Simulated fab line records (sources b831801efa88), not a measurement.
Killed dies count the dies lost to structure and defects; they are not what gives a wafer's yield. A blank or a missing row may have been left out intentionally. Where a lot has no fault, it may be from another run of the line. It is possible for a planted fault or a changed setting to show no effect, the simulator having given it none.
Which tool was responsible? ; flow gf180mcu ; Sampling: 11 lots, 33 wafers, 4 of 602 route steps

WHAT THE GAUGES SHOWED, per wafer
GF_CONTACT_THK_MEAS_26: measures by xrf.
lot;measured;on;CONTACT_W_THK (nm)
L639;day 16 05:32;film_metro-01;304 294 301
L640;day 16 17:03;film_metro-04;298 298 299
L641;day 16 20:46;film_metro-04;292 288 294
L642;day 17 07:47;film_metro-03;298 297 302
L646;day 19 00:40;film_metro-03;289 296 293
L647;day 19 06:38;film_metro-01;303 302 300
L654;day 21 21:15;film_metro-03;291 290 292
L655;day 22 06:55;film_metro-04;290 295 295
L656;day 22 08:56;film_metro-03;297 296 295
L657;day 22 16:47;film_metro-01;303 300 299
L659;day 23 13:01;film_metro-03;303 299 300

GF_M2_THK_MEAS_06: measures by xrf.
lot;measured;on;M2_ALCU_THK (nm)
L639;day 18 07:22;film_metro-02;459 452 453
L640;day 18 19:36;film_metro-01;467 464 466
L641;day 19 01:14;film_metro-02;454 451 458
L642;day 19 11:24;film_metro-02;460 460 461
L646;day 21 05:13;film_metro-03;456 462 457
L647;day 21 10:59;film_metro-01;462 456 462
L654;day 23 23:40;film_metro-02;453 466 461
L655;day 24 07:41;film_metro-02;460 452 456
L656;day 24 10:11;film_metro-02;452 453 453
L657;day 24 17:08;film_metro-01;457 460 459
L659;day 25 12:39;film_metro-02;451 457 456

WHICH TOOL RAN EACH LOT (tool, then ch and the chambers of the sampled wafers, then the start)
lot;GF_VT_IMPLANT_EXPOSE_04;GF_V1_CMP_26
L639;iline_stepper-01 ch 0, day 5 07:57;cmp-02 ch 0,2,3, day 18 06:46
L640;iline_stepper-02 ch 0, day 5 14:34;cmp-02 ch 0,1,2, day 18 18:58
L641;iline_stepper-02 ch 0, day 5 21:28;cmp-01 ch 1,2, day 19 00:34
L642;iline_stepper-02 ch 0, day 6 01:59;cmp-01 ch 0,1, day 19 10:43
L646;iline_stepper-02 ch 0, day 7 05:25;cmp-02 ch 0,1,2, day 21 04:34
L647;iline_stepper-02 ch 0, day 7 10:26;cmp-02 ch 0,1,2, day 21 10:20
L654;iline_stepper-01 ch 0, day 9 04:05;cmp-02 ch 0,1,2, day 23 23:02
L655;iline_stepper-01 ch 0, day 9 11:16;cmp-01 ch 0,1, day 24 07:01
L656;iline_stepper-01 ch 0, day 9 16:43;cmp-01 ch 2,3, day 24 09:32
L657;iline_stepper-01 ch 0, day 9 22:46;cmp-02 ch 1,2,3, day 24 16:36
L659;iline_stepper-01 ch 0, day 10 11:56;cmp-01 ch 1,2,3, day 25 12:01
- GF_VT_IMPLANT_EXPOSE_04: exposes mask LVPWELL LV AREA, target cd 600 nm.
- GF_V1_CMP_26: polishes, stops on SiO2, t overpolish 15 s, target thk 0 nm.

WHAT THE TOOLS THEMSELVES READ (means of the sampled wafers that have a number; where no wafer has one, the mark that the record gives instead)
GF_VT_IMPLANT_EXPOSE_04.
lot;tool;exposure_dose_mJ_cm2;focus_offset_nm (nm)
L639;iline_stepper-01;140.04;0.3
L640;iline_stepper-02;139.95;0.3
L641;iline_stepper-02;139.86;0.5
L642;iline_stepper-02;139.96;0.0
L646;iline_stepper-02;148.35;0.5
L647;iline_stepper-02;148.32;-0.3
L654;iline_stepper-01;139.98;-0.2
L655;iline_stepper-01;140.29;0.5
L656;iline_stepper-01;139.99;-0.3
L657;iline_stepper-01;140.00;0.5
L659;iline_stepper-01;140.14;0.4

GF_V1_CMP_26.
lot;tool;motor_current_A (A);overpolish_run_s (s);slurry_filter_dp_kPa (kPa);time_to_endpoint_s (s)
L639;cmp-02;10.8;15.001;13.47;85
L640;cmp-02;10.4;15.009;13.54;86
L641;cmp-01;10.8;14.993;13.46;90
L642;cmp-01;10.6;14.992;13.50;91
L646;cmp-02;10.4;15.001;13.44;87
L647;cmp-02;10.5;15.011;13.45;84
L654;cmp-02;10.5;15.006;13.48;86
L655;cmp-01;10.7;15.003;13.53;91
L656;cmp-01;10.6;15.005;13.65;87
L657;cmp-02;10.5;15.003;13.58;82
L659;cmp-01;10.9;15.008;13.49;89

THE ANSWER, worked out from the rows above alone
Rule: the lots themselves supply what counts as usual. Put in order of their means at a reading, lots are off if they are a third of the lots or fewer, leave a main group of 4 or more, and stand apart from it by a gap of 3 or more times the standard deviation of the main group's means; of several such gaps the widest counts. A main group is skipped when, at the precision printed for the reading in the tables above, its means are all equal. Also off: a lot with no number at a reading for which 4 or more lots have one. Where the step has rows for the other lots, those lots are counted as sound. The gauges are gone through in route order, then the tools' own readings, and for those a lot's mean is taken as printed above. The first step at which some lot is off is used, and at that step the reading that is off furthest; a lot without a number counts as furthest.
Off: L646, L647, at GF_VT_IMPLANT_EXPOSE_04 (exposure_dose_mJ_cm2). The main group has a mean of 140.02 with a standard deviation of 0.12.
A tool fits if, at that step or a process step before it, it ran every lot that is off, and no sound lot after the first of them. One candidate fits, namely iline_stepper-02 at GF_VT_IMPLANT_EXPOSE_04. Its last sound lot is L642 (day 6 01:59), its first lot that is off L646 (day 7 05:25): a fault that began between those two fits.
The tool's own readings at GF_VT_IMPLANT_EXPOSE_04 bear it out: on the lots that are off they differ by more than 5 times the standard deviation of the sound lots' means. exposure_dose_mJ_cm2 reads 148.33 there against 140.02 on the sound lots.

WHAT WAS PUT IN BY THE SIMULATOR
Process parameters drifting: iline_stepper-02 at GF_VT_IMPLANT_EXPOSE_04, beginning at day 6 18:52. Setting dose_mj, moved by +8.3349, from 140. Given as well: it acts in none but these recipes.
Lots struck among those shown: L646, L647. The rule given above showed the same thing.
